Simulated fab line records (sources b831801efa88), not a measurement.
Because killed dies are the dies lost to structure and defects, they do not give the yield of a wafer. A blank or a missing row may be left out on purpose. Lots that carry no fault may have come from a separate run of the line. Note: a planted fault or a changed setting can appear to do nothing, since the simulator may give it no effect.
A lot that was struck, set against a sound lot ; flow sky130 ; 32 out of 708 route steps
Sound: the wafers L944.1, L944.4, L944.6. Wafers struck: L950.1, L950.3, L950.4. At the end, the cause is stated.
Per side, at each step with rows, come the tool, then ch with its chambers, and then its first start. Under that, the readings that differ: sound wafers ; struck wafers ; difference of the means ; sigmas: that difference in standard deviations of wafers without a fault.
alike: same words and numbers on both sides, and readings whose means sit less than 2 such deviations apart. not compared: any withheld reading, any reading some wafer has no value for, any bound like >300 that may hide the same value, and any number with overlapping values for which the record gives no deviation.
The two part at a step that has a row with sigmas, a row that says differs or no value, or rows on one side only. Numbers that have no deviation but don't overlap get no sigmas and don't part them. Lack of a reading on every wafer of one side parts them only where that side has two or more wafers.

SKY_FIELD_ISO_BOW_MEAS_00:
  sound on filmMetro-02 at day 1 20:00; struck on filmMetro-02 at day 3 02:00
  alike: INCOMING_BOW
SKY_FIELD_ISO_OXIDATION_01: stabilise 600 s, purge 300 s, target thk 12 nm.
  sound on furnace-01 ch 0, day 1 21:58; struck on furnace-02 ch 0, day 3 03:19
reading;sound;struck;difference;sigmas
zonePowerBottomPct (%);25.9 26.2 26.2;31.2 31.9 31.2;+5.3;+2
SKY_FIELD_ISO_THK_MEAS_02:
  sound on filmMetro-04 at day 1 23:29; struck on filmMetro-04 at day 3 04:50
  alike: FIELD_ISO_OXIDATION_00_THK
then, 1 step without rows for these wafers: SKY_FIELD_ISO_CVD_03 (deposits Si3N4 from DCS/NH3, target thk 165 nm, time 2830 s).
SKY_FIELD_ISO_THK_MEAS_04:
  sound on filmMetro-02 at day 2 02:13; struck on filmMetro-04 at day 3 09:00
  alike: FIELD_ISO_CVD_03_THK
then, 8 steps without rows for these wafers: SKY_FIELD_ISO_DEHYDRATE_05 (time 60 s); SKY_FIELD_ISO_HMDS_06 (prime time 60 s); SKY_FIELD_ISO_COAT_07 (resist thk 60 nm); SKY_FIELD_ISO_COAT_08 (resist thk 450 nm); SKY_FIELD_ISO_SOFTBAKE_09 (time 90 s); SKY_FIELD_ISO_EXPOSE_10 (exposes mask FOM, target cd 150 nm); SKY_FIELD_ISO_PEB_11; SKY_FIELD_ISO_DEVELOP_12 (develop time 60 s).
SKY_FIELD_ISO_CD_MEAS_13: target cd 150 nm.
  sound on cdSem-01 at day 2 16:59; struck on cdSem-01 at day 3 23:50
  alike: cdNm
SKY_FIELD_ISO_ETCH_14: etches BARC in N2/H2, stops on SiO2, time 45.9 s, target depth 60 nm.
  sound on rieDiel-02 ch 1,3, day 2 17:06; struck on rieDiel-03 ch 0,2,3, day 3 23:57
  alike: biasW, drypumpMotorCurrentA, oesProductAu, throttleValvePct
  not compared: rfHoursCounterH
SKY_FIELD_ISO_ETCH_15: etches the open film in CHF3/O2, stops on Si, target depth 180 nm, time 72 s.
  sound on rieDiel-02 ch 1,3, day 2 17:08; struck on rieDiel-03 ch 0,2,3, day 3 23:59
  alike: O2_flow_sccm, biasW, drypumpMotorCurrentA, oesProductAu, throttleValvePct
  not compared: rfHoursCounterH
SKY_FIELD_ISO_STRIP_16: strips in O2/N2.
  sound on plasmaAsher-04 ch 0,1, day 2 17:12; struck on plasmaAsher-02 ch 0,1, day 4 00:03
  alike: drypumpMotorCurrentA, oesProductAu, stripTimeToEndpointS
  not compared: rfHoursCounterH
SKY_FIELD_ISO_ETCH_17: etches Si in HBr/Cl2/O2, target depth 342 nm, time 97.7 s.
  sound on rieSi-01 ch 2,3, day 2 17:18; struck on rieSi-01 ch 0,1,3, day 4 00:09
  alike: O2_flow_sccm, biasW, drypumpMotorCurrentA, oesProductAu, throttleValvePct
  not compared: rfHoursCounterH
then, 5 steps without rows for these wafers: SKY_FIELD_ISO_WET_ETCH_18 (etches Si3N4 in H3PO4, target depth 25 nm, time 286 s); SKY_FIELD_ISO_CLEAN_19 (cleans in SC1/SC2, time 150 s); SKY_FIELD_ISO_CLEAN_20 (cleans in dHF, time 19.37 s); SKY_FIELD_ISO_WET_ETCH_21 (etches SiO2 in dHF, target depth 20 nm, time 400 s); SKY_FIELD_ISO_OXIDATION_22 (stabilise 600 s, purge 300 s, target thk 10 nm).
SKY_FIELD_ISO_THK_MEAS_23:
  sound on filmMetro-04 at day 2 21:46; struck on filmMetro-02 at day 4 02:37
  alike: FIELD_ISO_OXIDATION_01_THK
then, 1 step without rows for these wafers: SKY_FIELD_ISO_CVD_24 (deposits SiO2, target thk 595 nm, time 99.2 s).
SKY_FIELD_ISO_THK_MEAS_25:
  sound on filmMetro-03 at day 2 21:53; struck on filmMetro-02 at day 4 02:50
  alike: FIELD_ISO_CVD_24_THK
then, 1 step without rows for these wafers: SKY_FIELD_ISO_ANNEAL_26 (time 1800 s).
SKY_FIELD_ISO_CMP_27: polishes, stops on Si3N4, t overpolish 16 s, target thk 457.8 nm.
  sound on cmp-02 ch 0,3, day 3 02:40; struck on cmp-01 ch 0,2,3, day 4 05:28
  alike: motorCurrentA, overpolishRunS, platenRpm, slurryFilterDpKPa, timeToEndpointS
then, 3 steps without rows for these wafers: SKY_FIELD_ISO_WET_ETCH_28 (etches SiO2 in dHF, target depth 23.7 nm, time 47 s); SKY_FIELD_ISO_WET_ETCH_29 (etches Si3N4 in H3PO4, target depth 160 nm, time 1825 s); SKY_FIELD_ISO_WET_ETCH_30 (etches SiO2 in dHF, target depth 25 nm, time 50 s).
-- a jump in the record: the struck wafers' starts before and after are 44 days apart (it breaks off in module FIELD_ISO and resumes in module PAD_OPEN, where the first step shown is number 708 of the route) --
SKY_PAD_OPEN_PROBE_99:
  rows exist in the record for the struck wafers here (prober-01, day 48 02:46), but not for the sound ones

WHERE THEY PART
At SKY_FIELD_ISO_OXIDATION_01 first; at SKY_PAD_OPEN_PROBE_99 last (within this record only).

WHY: the cause the simulator had injected
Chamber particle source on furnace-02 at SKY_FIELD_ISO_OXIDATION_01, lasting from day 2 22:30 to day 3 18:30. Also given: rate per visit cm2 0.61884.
